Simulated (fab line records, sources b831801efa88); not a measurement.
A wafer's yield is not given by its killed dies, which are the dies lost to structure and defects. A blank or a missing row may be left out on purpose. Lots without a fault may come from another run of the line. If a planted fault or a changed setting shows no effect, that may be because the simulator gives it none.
One fault seen from 2 desks    flow sky130    every desk sees just its own numbers, and what lay behind them comes last

## AT THE METROLOGY DESK
What the gauges read, lot by lot, whatever tool the lot ran on: means of the sampled wafers that have a number. If a lot's mean is further than 4 standard deviations from the usual mean, the lot is out of limits and carries the mark OUT (the distance appears in the brackets).
Columns: A = NWELL_2_TW at SKY_NWELL_TW_MEAS_26, usual 499; B = NWELL_RS at SKY_NWELL_RS_MEAS_29, usual 625.2 ohm/sq; C = PWDE_RS at SKY_NWELL_RS_MEAS_31, usual 5281 ohm/sq; D = cdNm at SKY_VT_ADJUST_HVTP_CD_MEAS_07, usual 380.2 nm
lot   first seen here  A    B      C     D
L344  day 5 11:50      503  625.9  5283  374.0
L345  day 5 18:13      502  626.4  5300  380.2
L352  day 7 07:56      499  627.1  5289  372.9
L355  day 8 00:45      495  623.7  5267  376.0
L361  day 9 15:52      496  626.5  5292  378.6
L364  day 10 09:10     499  621.8  5292  377.8
Result from this desk: across the 6 lots, nothing is out of limits.

## FOR THE TOOL OWNER'S DESK: lithoTrack-04
The tool's own readings at SKY_VT_ADJUST_HVTP_DEVELOP_06 (develop time 60 s): means of the sampled wafers that have a number, for each lot that ran on this tool. If a lot's mean is further than 4 standard deviations from the usual mean, the lot is out of limits and carries the mark OUT (the distance appears in the brackets).
Columns: A = developerTempC at SKY_VT_ADJUST_HVTP_DEVELOP_06, usual 22.99 C
lot   first seen here  A
L352  day 8 04:09      25.15 (+22) OUT
L355  day 8 21:40      25.33 (+23) OUT
This desk's verdict: out of limits on L352, L355, starting with L352 at day 8 04:09 (developerTempC at SKY_VT_ADJUST_HVTP_DEVELOP_06). In limits: none.

## TAKEN TOGETHER
At day 8 04:09, on L352, L355, the tool owner's desk was in a position to raise an alarm.
Metrology desk: nothing out of limits seen.
The metrology desk has L352, L355 on record, within its limits.
All the named lots went through SKY_VT_ADJUST_HVTP_DEVELOP_06 on lithoTrack-04.

## WHAT WAS PUT IN BY THE SIMULATOR
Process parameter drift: lithoTrack-04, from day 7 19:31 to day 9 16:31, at SKY_VT_ADJUST_HVTP_DEVELOP_06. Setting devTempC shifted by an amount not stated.
Lots struck among those shown: L352, L355.
Delay in hours, fault start to first out-of-limits reading, by desk: the tool owner's desk at 9.
